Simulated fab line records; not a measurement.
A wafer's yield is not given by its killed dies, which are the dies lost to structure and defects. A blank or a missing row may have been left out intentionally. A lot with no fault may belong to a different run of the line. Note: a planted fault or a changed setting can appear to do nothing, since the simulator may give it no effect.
Comparing a struck lot with a sound one :: flow sky130 :: 23 steps out of a route of 708
Sound: wafers L432.1, L432.3, L432.6. Wafers L442.1, L442.3, L442.5 were the ones struck. The cause is given at the end.
At each step with rows: each side's tool, then ch and its chambers, then its first start. Under that, the readings that differ: sound wafers :: struck wafers :: difference of the means :: sigmas: that difference in standard deviations of wafers without a fault.
alike: words and numbers the same on both sides, and readings whose means are apart by under 2 such deviations; not compared: readings that were withheld, readings missing a value for some wafer, numbers with overlapping values and no deviation given by the record, and bounds like >300 which may hide the same value.
The two part at a step that has a row with sigmas, a row that says differs or no value, or rows on one side only. Numbers that don't overlap but have no deviation are shown without sigmas and don't part them. A reading missing from all wafers of one side parts the sides only when that side holds two or more wafers.

first, 6 steps without rows for these wafers: SKY_VT_ADJUST_LVTN_HMDS_12 (prime time 60 s); SKY_VT_ADJUST_LVTN_COAT_13 (resist thk 1140 nm); SKY_VT_ADJUST_LVTN_SOFTBAKE_14 (time 60 s); SKY_VT_ADJUST_LVTN_EXPOSE_15 (exposes mask HVN STD DERIVED, target cd 600 nm); SKY_VT_ADJUST_LVTN_PEB_16; SKY_VT_ADJUST_LVTN_DEVELOP_17 (develop time 60 s).
SKY_VT_ADJUST_LVTN_OVL_MEAS_18:
  sound on overlay-01 at day 9 01:30; struck on overlay-02 at day 9 13:55
  alike: VT_ADJUST_LVTN_01_OVL
next, for these wafers, 1 step has no rows: SKY_VT_ADJUST_LVTN_IMPLANT_19.
SKY_VT_ADJUST_LVTN_STRIP_20: strips in O2/N2.
  sound on plasma-asher-01 ch 0,1, day 9 01:41; struck on plasma-asher-03 ch 0,1, day 9 14:07
  alike: drypump-motor-current-A, oes-product-au, strip-time-to-endpoint-s
  not compared: rf-hours-counter-h
SKY_VT_ADJUST_LVTN_TW_MEAS_21:
  sound on film-metro-01 at day 9 01:47; struck on film-metro-01 at day 9 14:13
  alike: VT_ADJUST_LVTN_2_TW
then, 2 steps without rows for these wafers: SKY_VT_ADJUST_NCORE_DEHYDRATE_00 (time 60 s); SKY_VT_ADJUST_NCORE_HMDS_01 (prime time 60 s).
SKY_VT_ADJUST_NCORE_COAT_02: resist thk 1140 nm.
  sound on litho-track-03 ch 0, day 9 12:04; struck on litho-track-03 ch 0, day 10 00:40
reading: model.NOVOLAK_of_VT_ADJUST_NCORE_COAT_02.thk-nm (nm)
sound: 1142 1139 1139
struck: 1184 1182 1183
difference: +43
sigmas: 
then, 3 steps without rows for these wafers: SKY_VT_ADJUST_NCORE_SOFTBAKE_03 (time 60 s); SKY_VT_ADJUST_NCORE_EXPOSE_04 (exposes mask LVTN COMPLEMENT THIN, target cd 380 nm); SKY_VT_ADJUST_NCORE_PEB_05.
SKY_VT_ADJUST_NCORE_DEVELOP_06: develop time 60 s.
  sound on litho-track-03 ch 0, day 9 22:40; struck on litho-track-04 ch 0, day 10 11:13
reading: model.NOVOLAK_of_VT_ADJUST_NCORE_COAT_02.thk-nm (nm)
sound: 1141 1138 1139
struck: 1184 1182 1183
difference: +44
sigmas: 
  alike: developer-temp-C
SKY_VT_ADJUST_NCORE_CD_MEAS_07: the cd target is 380 nm.
  sound on cd-sem-01 at day 9 22:49; struck on cd-sem-01 at day 10 11:29
  alike: cd-nm
SKY_VT_ADJUST_NCORE_OVL_MEAS_08:
  sound on overlay-02 at day 9 22:56; struck on overlay-02 at day 10 11:37
  alike: VT_ADJUST_NCORE_OVL
next, for these wafers, 1 step has no rows: SKY_VT_ADJUST_NCORE_IMPLANT_09.
SKY_VT_ADJUST_NCORE_STRIP_10: strips in O2/N2.
  sound on plasma-asher-03 ch 0,1, day 9 23:08; struck on plasma-asher-01 ch 0,1, day 10 12:02
reading: strip-time-to-endpoint-s (s)
sound: 14.20 14.17 14.18
struck: 14.67 14.64 14.66
difference: +0.47
sigmas: +11
  alike: drypump-motor-current-A, oes-product-au
  not compared: rf-hours-counter-h
SKY_VT_ADJUST_NCORE_TW_MEAS_11:
  sound on film-metro-04 at day 9 23:14; struck on film-metro-01 at day 10 12:08
  alike: VT_ADJUST_NCORE_TW
-- here the record skips 38 days between the struck wafers' starts before and after, leaving off in module VT_ADJUST_NCORE and picking up in module PAD_OPEN (first step shown: number 708 of the route) --
SKY_PAD_OPEN_PROBE_99:
  sound on prober-01 at day 47 22:13; struck on prober-01 at day 48 19:32
  alike: killed_at_M0_to_M3, killed_at_M4_up, killed-at-contacts, killed-at-front-end, killed-at-other, killed-dies, killed-on-rim, killed-open, killed-short

WHERE THEY PART
SKY_VT_ADJUST_NCORE_STRIP_10 only, going by this record. Later steps at which nothing parts them and some readings are alike: SKY_VT_ADJUST_NCORE_TW_MEAS_11, SKY_PAD_OPEN_PROBE_99.

WHY: what the simulator had put in
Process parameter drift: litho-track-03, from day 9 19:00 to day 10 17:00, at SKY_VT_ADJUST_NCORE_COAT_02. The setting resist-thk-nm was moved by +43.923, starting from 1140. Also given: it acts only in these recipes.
